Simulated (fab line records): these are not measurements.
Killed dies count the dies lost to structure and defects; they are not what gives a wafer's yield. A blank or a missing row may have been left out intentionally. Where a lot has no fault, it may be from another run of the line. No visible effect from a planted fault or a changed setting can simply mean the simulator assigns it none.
One fault through the eyes of 2 desks + flow sky130 + each desk has only its own numbers; what lay behind them comes last

METROLOGY DESK
What the gauges read for every lot (on any tool): the sampled wafers with a number, averaged. If a lot's mean is further than 4 standard deviations from the usual mean, the lot is out of limits and carries the mark OUT (the distance appears in the brackets).
Columns: A = CONTACT_CVD_00_THK at SKY_CONTACT_THK_MEAS_01, usual 74.3 nm
| lot  | first seen here | A    |
|------|-----------------|------|
| L577 | day 29 20:48    | 74.4 |
| L578 | day 31 08:04    | 74.2 |
| L581 | day 31 14:41    | 74.9 |
| L580 | day 31 20:11    | 73.8 |
| L582 | day 32 07:49    | 74.1 |
| L583 | day 32 11:52    | 73.0 |
| L588 | day 34 04:19    | 74.4 |
| L593 | day 35 19:45    | 74.9 |
| L594 | day 36 04:50    | 75.6 |
| L597 | day 36 12:10    | 75.3 |
| L595 | day 36 13:31    | 74.3 |
| L600 | day 37 19:27    | 75.2 |
Result from this desk: across the 12 lots, nothing is out of limits.

THE TOOL OWNER'S DESK: lithoTrack-03
The tool's own readings at SKY_CONTACT_COAT_09 (resist thk 450 nm): means of the sampled wafers that have a number, for each lot that ran on this tool. If a lot's mean is further than 4 standard deviations from the usual mean, the lot is out of limits and carries the mark OUT (the distance appears in the brackets).
Columns: A = chillPlateTempC at SKY_CONTACT_COAT_09, usual 23.01 C
| lot  | first seen here | A     |
|------|-----------------|-------|
| L578 | day 31 21:00    | 23.00 |
| L581 | day 32 04:00    | 22.93 |
| L588 | day 34 16:00    | 22.98 |
| L593 | day 36 09:00    | 23.03 |
Result from this desk: across the 4 lots, nothing is out of limits.

BROUGHT TOGETHER
At the metrology desk, nothing out of limits was observed.
The tool owner's desk saw nothing out of limits.

WHAT WAS PUT IN BY THE SIMULATOR
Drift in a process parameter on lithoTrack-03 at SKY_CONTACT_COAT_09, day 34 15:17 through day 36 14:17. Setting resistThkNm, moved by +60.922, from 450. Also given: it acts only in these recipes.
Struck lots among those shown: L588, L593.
